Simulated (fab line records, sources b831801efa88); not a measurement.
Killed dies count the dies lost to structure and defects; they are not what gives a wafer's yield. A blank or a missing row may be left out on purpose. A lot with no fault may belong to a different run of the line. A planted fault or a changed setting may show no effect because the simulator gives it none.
The same fault as seen by 2 desks -- flow sfq-line -- only its own numbers are on each desk; what lay behind them is given at the end

FROM THE METROLOGY DESK
What the gauges read for every lot (on any tool): the sampled wafers with a number, averaged. The brackets show how far a lot's mean lies from the usual mean; more than 4 standard deviations puts the lot out of limits, marked OUT.
Columns: A = M2_OVL at SFQ_M2_OVL_MEAS_916, usual 2 nm
lot,first seen here,A
L355,day 22 11:18,5
L356,day 23 06:30,-7
L357,day 23 11:18,2
L361,day 31 03:20,4
L364,day 33 02:07,4
L365,day 33 03:19,-3
L367,day 33 15:20,-3
L368,day 33 17:44,3
L373,day 35 18:58,-9
L374,day 36 03:25,-1
L376,day 37 05:34,1
L377,day 37 14:07,-2
L378,day 37 18:58,-1
This desk's finding: nothing out of limits on any of the 13 lots.

TOOL OWNER'S DESK, rie-diel-01
The tool's own readings at SFQ_TRILAYER_I1_VIA_BARC_OPEN_VIA_ETCH_071 (etches BARC in O2, target depth 125 nm, time 41.7 s): means of the sampled wafers that have a number, for each lot that ran on this tool. The brackets show how far a lot's mean lies from the usual mean; more than 4 standard deviations puts the lot out of limits, marked OUT.
Columns: A = drypump-motor-current-A at SFQ_TRILAYER_I1_VIA_BARC_OPEN_VIA_ETCH_071, usual 5.8 A; B = oes-product-au at SFQ_TRILAYER_I1_VIA_BARC_OPEN_VIA_ETCH_071, usual 0.685 a.u.; C = run-length-s at SFQ_TRILAYER_I1_VIA_BARC_OPEN_VIA_ETCH_071, usual 69.8 s
lot,first seen here,A,B,C
L356,day 22 17:55,5.7,0.688,69.7
L368,day 27 09:37,5.7,0.677,71.1
L373,day 35 15:17,5.7,0.687,69.7
This desk's finding: nothing out of limits on any of the 3 lots.

BROUGHT TOGETHER
From the metrology desk's view, nothing was out of limits.
Nothing out of limits was seen by the tool owner's desk.

WHAT THE SIMULATOR PUT IN
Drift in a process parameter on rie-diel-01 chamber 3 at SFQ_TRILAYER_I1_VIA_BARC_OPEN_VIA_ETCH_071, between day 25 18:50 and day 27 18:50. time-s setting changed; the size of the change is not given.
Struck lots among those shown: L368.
